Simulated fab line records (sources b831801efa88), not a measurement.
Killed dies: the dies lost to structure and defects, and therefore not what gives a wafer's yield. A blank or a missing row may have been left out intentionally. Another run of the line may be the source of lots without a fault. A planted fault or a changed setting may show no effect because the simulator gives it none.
Which of the tools did it? :: flow gf180mcu :: route of 602 steps, sampled at 1 step: 11 lots, 33 wafers

WHAT EACH GAUGE READ, for each wafer
GF_STI_THK_MEAS_30.
lot: L945
measured: day 2 06:52
on: film_metro-02
STI_OXIDATION_02_THK (nm): 10.01 10.19 10.01

lot: L946
measured: day 2 12:13
on: film_metro-02
STI_OXIDATION_02_THK (nm): 10.25 10.28 10.33

lot: L947
measured: day 2 15:50
on: film_metro-03
STI_OXIDATION_02_THK (nm): 10.20 10.21 10.18

lot: L949
measured: day 3 02:58
on: film_metro-03
STI_OXIDATION_02_THK (nm): 10.00 9.90 10.02

lot: L950
measured: day 3 08:31
on: film_metro-03
STI_OXIDATION_02_THK (nm): 10.06 9.95 9.99

lot: L955
measured: day 4 10:37
on: film_metro-03
STI_OXIDATION_02_THK (nm): 10.30 10.14 10.32

lot: L957
measured: day 4 20:56
on: film_metro-02
STI_OXIDATION_02_THK (nm): 9.93 10.08 10.07

lot: L962
measured: day 5 22:35
on: film_metro-01
STI_OXIDATION_02_THK (nm): 9.88 9.82 9.75

lot: L963
measured: day 6 02:23
on: film_metro-01
STI_OXIDATION_02_THK (nm): 10.19 10.13 10.08

lot: L964
measured: day 6 08:24
on: film_metro-02
STI_OXIDATION_02_THK (nm): 9.67 9.91 9.73

lot: L966
measured: day 6 18:28
on: film_metro-02
STI_OXIDATION_02_THK (nm): 10.15 10.14 10.04

WHAT TOOL EACH LOT RAN ON (gives the tool, then ch and the chambers of the sampled wafers, and finally the start)
There is no process step in the record ahead of these readings.

THE ANSWER, worked out from the rows above alone
Rule: the lots themselves supply what counts as usual. The widest of any qualifying gaps counts: lots, ordered by their means at a reading, are off when they make up no more than a third of the lots, leave a main group of 4 or more, and stand apart from it by 3 or more times the standard deviation of that group's means. If all means in a main group match to the digits the tables above print for the reading, that group is not used. Also off: a lot with no number at a reading for which 4 or more lots have one. Any other lot the step has rows for is counted as sound.
No lot is off on any of the readings shown, so nothing can be concluded from this.

WHAT HAD BEEN PUT IN BY THE SIMULATOR
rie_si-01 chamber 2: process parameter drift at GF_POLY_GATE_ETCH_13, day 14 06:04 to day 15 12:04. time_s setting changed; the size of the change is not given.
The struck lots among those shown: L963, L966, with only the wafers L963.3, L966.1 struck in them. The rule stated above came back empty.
